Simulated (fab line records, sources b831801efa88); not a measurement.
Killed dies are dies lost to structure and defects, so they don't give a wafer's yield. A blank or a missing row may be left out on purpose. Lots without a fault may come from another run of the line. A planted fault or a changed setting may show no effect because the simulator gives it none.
Chamber matching | flow gf180mcu | GF_V1_CMP_26 on cmp-01: 4 sister chambers
The step polishes, stops on SiO2, t overpolish 15 s, target thk 0 nm. 8 wafers are shown with their chamber, then 9 later ones without.

WAFERS WITH THEIR CHAMBER
wafer  | chamber | motor_current_A (A) | overpolish_run_s (s)
L338.1 | 1       | 10.2                | 15.001
L341.4 | 2       | 12.1                | 14.998
L341.6 | 2       | 11.7                | 14.988
L342.2 | 3       | 11.9                | 15.022
L342.5 | 1       | 10.6                | 14.999
L345.2 | 3       | 11.6                | 15.003
L345.4 | 0       | 10.3                | 14.994
L345.5 | 0       | 10.3                | 15.003

WAFERS WITHOUT THEIR CHAMBER
wafer  | motor_current_A (A) | overpolish_run_s (s)
L350.1 | 10.9                | 14.995
L350.5 | 10.1                | 14.992
L350.6 | 12.1                | 15.001
L354.1 | 11.7                | 14.996
L354.4 | 9.9                 | 14.994
L354.5 | 13.3                | 15.015
L355.3 | 12.4                | 15.003
L355.4 | 12.0                | 14.991
L355.6 | 10.6                | 15.000

WHICH CHAMBER EACH WENT THROUGH
wafer  | from the rows above     | in truth
L350.1 | can't be placed: 1 or 0 | 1
L350.5 | can't be placed: 0 or 1 | 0
L350.6 | can't be placed: 2 or 3 | 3
L354.1 | can't be placed: 2 or 3 | 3
L354.4 | can't be placed: 0 or 1 | 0
L354.5 | can't be placed: 2 or 3 | 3
L355.3 | can't be placed: 2 or 3 | 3
L355.4 | 2                       | 2
L355.6 | can't be placed: 1 or 0 | 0
Placed correctly: 1 of 9. Can't be placed from these rows: 8 (the true chamber is among the candidates in 8). Placed wrongly: 0.
How it was worked out, from the rows above alone: a wafer's distance from a chamber is the root of the sum, over the readings, of the square of ((its reading less the chamber's mean) divided by the reading's scatter). The wafer belongs to the nearest chamber; if the next one is less than 2 further off, it can't be placed. A chamber's mean is the mean of its shown wafers. The scatter: the root of (the sum of the squares of (reading less its chamber's mean) over the shown wafers, divided by (wafers less chambers)).
